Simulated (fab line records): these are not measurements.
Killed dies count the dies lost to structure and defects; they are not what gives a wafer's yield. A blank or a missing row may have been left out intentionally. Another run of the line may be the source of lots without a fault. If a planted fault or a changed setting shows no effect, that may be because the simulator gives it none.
One fault through the eyes of 2 desks	flow sky130	every desk sees just its own numbers, and what lay behind them comes last

METROLOGY DESK
Means of the sampled wafers that have a number, per lot and without regard to the tool the lot ran on: this is what the gauges read. A lot is out of limits, marked OUT, if its mean lies more than 4 standard deviations from the usual mean; the brackets give that distance.
Columns: A = VIA1_BOW at SKY_VIA1_BOW_MEAS_03, usual 80 um; B = cdNm at SKY_VIA1_CD_MEAS_12, usual 150.7 nm
lot	first seen here	A	B
L803	day 32 17:28	78	150.9
L804	day 32 19:44	72	150.2
L805	day 33 15:03	86	147.6
L808	day 34 18:55	79	153.9
L807	day 34 20:11	76	152.2
L809	day 35 06:17	78	152.5
L814	day 36 13:13	80	148.1
L817	day 37 11:46	79	144.8
L821	day 38 21:59	78	152.2
L825	day 39 18:59	71	151.7
L826	day 39 23:13	74	149.0
This desk found nothing out of limits on any of the 11 lots.

DESK OF THE TOOL OWNER: lithoTrack-03
The tool's own readings at SKY_VIA1_DEVELOP_11 (develop time 60 s): means of the sampled wafers that have a number, for each lot that ran on this tool. A lot is out of limits, marked OUT, if its mean lies more than 4 standard deviations from the usual mean; the brackets give that distance.
Columns: A = developerTempC at SKY_VIA1_DEVELOP_11, usual 21.01 C
lot	first seen here	A
L805	day 34 17:00	20.92
L808	day 35 20:00	21.14
L814	day 37 15:00	21.04
L817	day 38 13:00	21.05
This desk found nothing out of limits on any of the 4 lots.

ALL TOGETHER
From the metrology desk's view, nothing was out of limits.
The desk of the tool owner found nothing out of limits.

WHAT THE SIMULATOR PUT IN
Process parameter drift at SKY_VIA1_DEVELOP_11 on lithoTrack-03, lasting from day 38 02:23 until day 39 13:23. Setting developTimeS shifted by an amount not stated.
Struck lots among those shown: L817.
